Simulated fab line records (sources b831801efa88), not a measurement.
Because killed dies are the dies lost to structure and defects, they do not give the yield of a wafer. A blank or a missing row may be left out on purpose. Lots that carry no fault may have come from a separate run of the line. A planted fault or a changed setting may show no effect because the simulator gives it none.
Matching of chambers / flow gf180mcu / pecvd-01 running GF_V5_CVD_02: 3 sister chambers
The step deposits SiO2 from TEOS, target thk 1450 nm, time 163.28 s. 3 wafers are shown with their chamber, then 8 later ones without.

## WAFERS PAIRED WITH THEIR CHAMBERS
wafer=L090.3; chamber=2; heater_power_w (W)=585
wafer=L090.5; chamber=1; heater_power_w (W)=583
wafer=L092.1; chamber=0; heater_power_w (W)=778

## WAFERS WITHOUT THEIR CHAMBER
wafer=L092.3; heater_power_w (W)=616
wafer=L092.4; heater_power_w (W)=625
wafer=L096.2; heater_power_w (W)=666
wafer=L096.3; heater_power_w (W)=793
wafer=L096.4; heater_power_w (W)=637
wafer=L097.1; heater_power_w (W)=603
wafer=L097.4; heater_power_w (W)=644
wafer=L097.6; heater_power_w (W)=586

## THE CHAMBER EACH PASSED THROUGH
wafer=L092.3; from the rows above=can't be placed: 2 or 1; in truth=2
wafer=L092.4; from the rows above=can't be placed: 2 or 1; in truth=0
wafer=L096.2; from the rows above=can't be placed: 2 or 1 or 0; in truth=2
wafer=L096.3; from the rows above=0; in truth=0
wafer=L096.4; from the rows above=can't be placed: 2 or 1 or 0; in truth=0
wafer=L097.1; from the rows above=can't be placed: 2 or 1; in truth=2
wafer=L097.4; from the rows above=can't be placed: 2 or 1 or 0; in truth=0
wafer=L097.6; from the rows above=can't be placed: 2 or 1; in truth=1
Placed correctly: 1 of 8. Cannot be placed on the basis of these rows: 7; the candidates contain the true chamber in 6. Placed wrongly: 0.
How it was worked out, from the rows above alone: a wafer's distance from a chamber is the root of the sum, over the readings, of the square of ((its reading less the chamber's mean) divided by the reading's scatter). The wafer belongs to the nearest chamber; if the next one is less than 2 further off, it can't be placed. The mean given for a chamber averages the wafers shown for that chamber. The scatter: with one shown wafer a chamber, the root of the mean of the squares of how far each hidden wafer lies from its nearest shown one.
